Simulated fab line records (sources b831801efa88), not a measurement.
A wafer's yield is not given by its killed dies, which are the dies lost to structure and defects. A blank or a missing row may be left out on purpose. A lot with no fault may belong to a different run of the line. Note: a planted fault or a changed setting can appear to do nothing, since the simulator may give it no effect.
Matching of chambers / flow sky130 / SKY_VIA1_ETCH_15 on rie diel-03 has 4 sister chambers
The step etches SiO2 in C4F8/O2/Ar, stops on TiN, target depth 351 nm, time 54 s. 4 wafers are shown with their chamber, then 12 later ones without.

== WAFERS PAIRED WITH THEIR CHAMBERS ==
wafer=L088.1; chamber=2; oes product au (a.u.)=0.990
wafer=L088.3; chamber=1; oes product au (a.u.)=0.986
wafer=L088.5; chamber=0; oes product au (a.u.)=0.975
wafer=L088.6; chamber=3; oes product au (a.u.)=0.983

== WAFERS WITH NO CHAMBER GIVEN ==
wafer=L089.1; oes product au (a.u.)=0.980
wafer=L089.5; oes product au (a.u.)=0.977
wafer=L089.6; oes product au (a.u.)=0.988
wafer=L091.3; oes product au (a.u.)=0.990
wafer=L091.4; oes product au (a.u.)=0.987
wafer=L091.5; oes product au (a.u.)=0.980
wafer=L094.1; oes product au (a.u.)=0.978
wafer=L094.3; oes product au (a.u.)=0.984
wafer=L094.6; oes product au (a.u.)=0.976
wafer=L097.3; oes product au (a.u.)=0.975
wafer=L097.4; oes product au (a.u.)=0.995
wafer=L097.5; oes product au (a.u.)=0.978

== THE CHAMBER EACH PASSED THROUGH ==
wafer=L089.1; from the rows above=can't be placed: 3 or 0 or 1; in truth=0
wafer=L089.5; from the rows above=can't be placed: 0 or 3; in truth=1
wafer=L089.6; from the rows above=can't be placed: 1 or 2 or 3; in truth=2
wafer=L091.3; from the rows above=can't be placed: 2 or 1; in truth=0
wafer=L091.4; from the rows above=can't be placed: 1 or 2 or 3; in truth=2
wafer=L091.5; from the rows above=can't be placed: 3 or 0 or 1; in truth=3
wafer=L094.1; from the rows above=can't be placed: 0 or 3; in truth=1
wafer=L094.3; from the rows above=can't be placed: 3 or 1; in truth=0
wafer=L094.6; from the rows above=0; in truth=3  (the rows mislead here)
wafer=L097.3; from the rows above=0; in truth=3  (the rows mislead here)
wafer=L097.4; from the rows above=can't be placed: 2 or 1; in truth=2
wafer=L097.5; from the rows above=can't be placed: 0 or 3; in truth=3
0 of 12 placed correctly. Can't be placed from these rows: 10 (the true chamber is among the candidates in 6). Wrongly placed: 2.
How it was worked out, from the rows above alone: a wafer's distance from a chamber is the root of the sum, over the readings, of the square of ((its reading less the chamber's mean) divided by the reading's scatter). The wafer belongs to the nearest chamber; if the next one is less than 2 further off, it can't be placed. The mean given for a chamber averages the wafers shown for that chamber. The scatter: root of mean squared gap, hidden wafer to nearest shown wafer, with one shown wafer a chamber.
